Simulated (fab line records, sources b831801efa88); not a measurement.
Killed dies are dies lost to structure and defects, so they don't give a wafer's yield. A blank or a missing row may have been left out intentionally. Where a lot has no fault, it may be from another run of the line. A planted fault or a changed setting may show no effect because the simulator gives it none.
Struck lot and sound lot, side by side || flow sky130 || 43 steps out of a route of 708
Sound: these wafers, L625.2, L625.3, L625.5. Struck: wafer L637.6 (L637.3, L637.5, from the same lot, were not struck and are left out); the cause is given at the end.
Order at every step that has rows: each side's tool, ch and its chambers, its first start. Under that, the readings that differ: sound wafers || struck wafers || difference of the means || sigmas: that difference in standard deviations of wafers without a fault.
alike: readings with means less than 2 such deviations apart, plus words and numbers identical on both sides. not compared: withheld readings, readings lacking a value on some wafer, bounds such as >300 that could conceal the same value, and numbers that have no deviation in the record and whose values overlap.
Wherever a step has rows on one side only, a row that says differs or no value, or a row with sigmas, the two part there. Numbers that have no deviation but don't overlap get no sigmas and don't part them. A reading that every wafer of one side lacks parts them only if that side has two wafers or more.

first, 3 steps without rows for these wafers: SKY_METAL1_EXPOSE_12 (exposes mask MM1, target cd 140 nm); SKY_METAL1_PEB_13; SKY_METAL1_DEVELOP_14 (develop time 60 s).
SKY_METAL1_CD_MEAS_15: the cd target is 140 nm.
  sound on cdSem-01 at day 33 11:35; struck on cdSem-02 at day 37 18:52
  alike: cdNm
SKY_METAL1_OVL_MEAS_16:
  sound on overlay-01 at day 33 11:42; struck on overlay-01 at day 37 18:58
{"reading": "METAL1_OVL (nm)", "sound": "3 1 9", "struck": -6, "difference": -10, "sigmas": -2}
SKY_METAL1_DESCUM_17: chemistry O2, time 8 s.
  sound on rieMetal-04 ch 0, day 33 11:44; struck on rieMetal-04 ch 1, day 37 18:59
{"reading": "oesProductAu (a.u.)", "sound": "1.028 1.020 1.021", "struck": 0.990, "difference": -0.033, "sigmas": -3}
  alike: drypumpMotorCurrentA, tempC
  not compared: rfHoursCounterH
then, 1 step without rows for these wafers: SKY_METAL1_ETCH_18 (etches BARC in N2/H2, stops on SiO2, time 45.9 s, target depth 60 nm).
SKY_METAL1_METAL_ETCH_19: etches the open film in Cl2/BCl3, stops on SiO2, target depth 360 nm, time 78 s.
  sound on rieMetal-04 ch 0, day 33 11:57; struck on rieMetal-04 ch 1, day 37 19:07
  alike: drypumpMotorCurrentA, oesProductAu, throttleValvePct
  not compared: rfHoursCounterH
SKY_METAL1_STRIP_20: strips in O2/N2.
  sound on plasmaAsher-04 ch 1, day 33 12:06; struck on plasmaAsher-02 ch 0, day 37 19:12
{"reading": "drypumpMotorCurrentA (A)", "sound": "4.7 4.7 4.7", "struck": 6.2, "difference": "+1.5", "sigmas": "+2"}
  alike: oesProductAu, stripTimeToEndpointS
  not compared: rfHoursCounterH
then, 3 steps without rows for these wafers: SKY_METAL1_STRIP_21 (strips in post etch residue remover, time 1200 s); SKY_METAL1_CLEAN_22 (cleans in IPA, time 180 s); SKY_METAL1_CLEAN_23 (cleans in O3/DIW).
SKY_VIA1_HDPCVD_00: deposits SiO2, target thk 1030 nm, time 171.7 s.
  sound on hdpcvd-01 ch 1,2, day 33 12:49; struck on hdpcvd-02 ch 2, day 37 19:51
  alike: pressureMtorr
SKY_VIA1_THK_MEAS_01:
  sound on filmMetro-01 at day 33 12:56; struck on filmMetro-04 at day 37 19:59
  alike: VIA1_HDPCVD_THK
then, 1 step without rows for these wafers: SKY_VIA1_CMP_02 (polishes SiO2).
SKY_VIA1_BOW_MEAS_03:
  sound on filmMetro-01 at day 33 13:19; struck on filmMetro-03 at day 37 20:22
  alike: VIA1_BOW
then, 8 steps without rows for these wafers: SKY_VIA1_DEHYDRATE_04 (time 60 s); SKY_VIA1_HMDS_05 (prime time 60 s); SKY_VIA1_COAT_06 (resist thk 60 nm); SKY_VIA1_COAT_07 (resist thk 450 nm); SKY_VIA1_SOFTBAKE_08 (time 90 s); SKY_VIA1_EXPOSE_09 (exposes mask VIM, target cd 150 nm); SKY_VIA1_PEB_10; SKY_VIA1_DEVELOP_11 (develop time 60 s).
SKY_VIA1_CD_MEAS_12: the cd target is 150 nm.
  sound on cdSem-02 at day 34 15:41; struck on cdSem-01 at day 38 21:25
  alike: cdNm
SKY_VIA1_OVL_MEAS_13:
  sound on overlay-02 at day 34 15:47; struck on overlay-02 at day 38 21:31
  alike: VIA1_OVL
then, 2 steps without rows for these wafers: SKY_VIA1_ETCH_14 (etches BARC in N2/H2, stops on SiO2, time 45.9 s, target depth 60 nm); SKY_VIA1_ETCH_15 (etches SiO2 in C4F8/O2/Ar, stops on TiN, target depth 351 nm, time 54 s).
SKY_VIA1_STRIP_16: strips in O2/N2.
  sound on plasmaAsher-03 ch 0,1, day 34 15:57; struck on plasmaAsher-01 ch 0, day 38 21:40
{"reading": "stripTimeToEndpointS (s)", "sound": "4.441 4.420 4.425", "struck": 4.482, "difference": "+0.053", "sigmas": "+2"}
  alike: drypumpMotorCurrentA, oesProductAu
  not compared: rfHoursCounterH
then, 5 steps without rows for these wafers: SKY_VIA1_STRIP_17 (strips in post etch residue remover, time 1200 s); SKY_VIA1_CLEAN_18 (cleans in IPA, time 180 s); SKY_VIA1_CLEAN_19 (cleans in O3/DIW); SKY_VIA1_SPUTTER_20 (material TiN, target thk 20 nm, time 80 s); SKY_VIA1_CVD_21 (deposits W, target thk 270 nm, time 80.902 s).
SKY_VIA1_RS_MEAS_22: measurement is done with a four-point probe.
  sound on filmMetro-04 at day 34 16:45; struck on filmMetro-01 at day 38 22:27
  alike: VIA1_W_RS
SKY_VIA1_THK_MEAS_23: measures by xrf.
  sound on filmMetro-04 at day 34 16:52; struck on filmMetro-01 at day 38 22:33
  alike: VIA1_W_THK
then, 5 steps without rows for these wafers: SKY_VIA1_CMP_24 (polishes, stops on SiO2, t overpolish 15 s, target thk 0 nm); SKY_METAL2_SPUTTER_00 (material Ti, target thk 15 nm, time 10 s); SKY_METAL2_SPUTTER_01 (material TiN, target thk 20 nm, time 16.7 s); SKY_METAL2_SPUTTER_02 (material AlCu, target thk 250 nm, time 13.3 s); SKY_METAL2_SPUTTER_03 (material Ti, target thk 5 nm, time 3.3 s).
SKY_METAL2_SPUTTER_04: material TiN, target thk 70 nm, time 58.3 s.
  sound on pvdSputter-03 at day 34 17:18; struck on pvdSputter-02 at day 38 23:03
  alike: throttleValvePct
-- the record jumps here: 11 days lie between the struck wafers' starts before and after (it left off in module METAL2 and takes up again in module PAD_OPEN, whose first step shown is number 708 of the route) --
SKY_PAD_OPEN_PROBE_99:
  sound on prober-01 at day 46 07:48; struck on prober-02 at day 49 13:54
{"reading": "defectLimitedYield (%)", "sound": "83.1 83.7 85.2", "struck": 70.5, "difference": -13.5, "sigmas": -7}
{"reading": "killed_at_M0_to_M3", "sound": "45 38 40", "struck": 95, "difference": "+54", "sigmas": "+8"}
{"reading": "killedAtContacts", "sound": "22 22 18", "struck": 31, "difference": "+10", "sigmas": "+2"}
{"reading": "killedDies", "sound": "83 80 73", "struck": 145, "difference": "+66", "sigmas": "+7"}
{"reading": "killedOnRim", "sound": "13 13 19", "struck": 29, "difference": "+14", "sigmas": "+4"}
{"reading": "sort_bin_3_pad_short (%)", "sound": "0.2 0.4 1.0", "struck": 3.0, "difference": "+2.5", "sigmas": "+6"}
{"reading": "sort_bin_5_function (%)", "sound": "10.8 9.8 8.3", "struck": 17.3, "difference": "+7.7", "sigmas": "+5"}
{"reading": "sort_bin_6_memory (%)", "sound": "5.9 6.1 5.5", "struck": 9.1, "difference": "+3.3", "sigmas": "+3"}
{"reading": "sortNPass", "sound": "409 412 419", "struck": 347, "difference": -66, "sigmas": -7}
{"reading": "sortYieldPct (%)", "sound": "83.1 83.7 85.2", "struck": 70.5, "difference": -13.5, "sigmas": -7}
{"reading": "model.etest.tester.sortNPass", "sound": "409 412 419", "struck": 347, "difference": -66, "sigmas": ""}
{"reading": "model.etest.tester.sortYieldPct (%)", "sound": "83.13 83.74 85.16", "struck": 70.53, "difference": -13.48, "sigmas": ""}
{"reading": "model.etest.tester.sort_bin_5_pct (%)", "sound": "10.77 9.756 8.333", "struck": 17.28, "difference": "+7.66", "sigmas": ""}
{"reading": "model.etest.tester.sort_bin_3_pct (%)", "sound": "0.2033 0.4065 1.016", "struck": 3.049, "difference": "+2.507", "sigmas": ""}
  alike: killed_at_M4_up, killedAtFrontEnd, killedAtOther, killedOpen, killedShort

== WHERE THEY PART ==
Earliest at SKY_METAL1_OVL_MEAS_16; latest, in this record, at SKY_PAD_OPEN_PROBE_99.

WHY: what the simulator had put in
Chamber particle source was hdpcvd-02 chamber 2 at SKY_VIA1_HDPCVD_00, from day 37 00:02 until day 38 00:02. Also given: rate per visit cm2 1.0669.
